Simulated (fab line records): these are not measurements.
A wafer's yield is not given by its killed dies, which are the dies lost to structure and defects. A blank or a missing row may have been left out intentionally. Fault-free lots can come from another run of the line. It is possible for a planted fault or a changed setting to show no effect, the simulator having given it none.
One fault seen from 2 desks / flow gf180mcu / numbers are kept per desk, each desk with only its own; the story behind them comes last

## FROM THE METROLOGY DESK
What the gauges read for every lot (on any tool): the sampled wafers with a number, averaged. Marked OUT: a lot whose mean sits more than 4 standard deviations from the usual mean, which makes it out of limits; the brackets give that distance.
Columns: A = V5_CVD_00_THK at GF_V5_THK_MEAS_01, usual 286 nm
lot=L325; first seen here=day 26 07:52; A=286
lot=L326; first seen here=day 26 12:40; A=285
lot=L329; first seen here=day 27 22:47; A=291
lot=L330; first seen here=day 27 23:46; A=291
lot=L331; first seen here=day 28 09:26; A=287
lot=L332; first seen here=day 28 20:31; A=284
lot=L333; first seen here=day 28 22:55; A=284
lot=L336; first seen here=day 29 21:13; A=286
lot=L338; first seen here=day 30 09:17; A=289
lot=L339; first seen here=day 30 13:23; A=288
lot=L343; first seen here=day 31 16:10; A=288
lot=L345; first seen here=day 32 07:02; A=287
lot=L346; first seen here=day 32 12:26; A=288
lot=L347; first seen here=day 32 17:54; A=290
This desk's verdict: no lot among the 14 shows anything out of limits.

## THE TOOL OWNER'S DESK: plasma-asher-04
The tool's own readings at GF_SAB_STRIP_13 (strips in O2/N2): means of the sampled wafers that have a number, for each lot that ran on this tool. Marked OUT: a lot whose mean sits more than 4 standard deviations from the usual mean, which makes it out of limits; the brackets give that distance.
Columns: A = drypump-motor-current-A at GF_SAB_STRIP_13, usual 5.73 A; B = heater-power-w at GF_SAB_STRIP_13, usual 310 W; C = oes-product-au at GF_SAB_STRIP_13, usual 0.710 a.u.; D = strip-time-to-endpoint-s at GF_SAB_STRIP_13, usual 12.60 s
lot=L326; first seen here=day 15 08:07; A=5.51; B=300; C=0.714; D=12.64
lot=L329; first seen here=day 16 16:00; A=5.52; B=303; C=0.710; D=12.53
lot=L331; first seen here=day 17 07:53; A=5.53; B=304; C=0.707; D=12.52
lot=L332; first seen here=day 17 21:53; A=5.50; B=304; C=0.711; D=12.60
lot=L333; first seen here=day 18 01:41; A=5.63; B=308; C=0.711; D=12.60
lot=L336; first seen here=day 19 04:14; A=5.51; B=303; C=0.709; D=12.63
lot=L339; first seen here=day 20 01:37; A=5.49; B=309; C=0.706; D=12.58
This desk's verdict: no lot among the 7 shows anything out of limits.

## BROUGHT TOGETHER
From the metrology desk's view, nothing was out of limits.
The tool owner's desk saw nothing out of limits.

## WHAT WAS PUT IN BY THE SIMULATOR
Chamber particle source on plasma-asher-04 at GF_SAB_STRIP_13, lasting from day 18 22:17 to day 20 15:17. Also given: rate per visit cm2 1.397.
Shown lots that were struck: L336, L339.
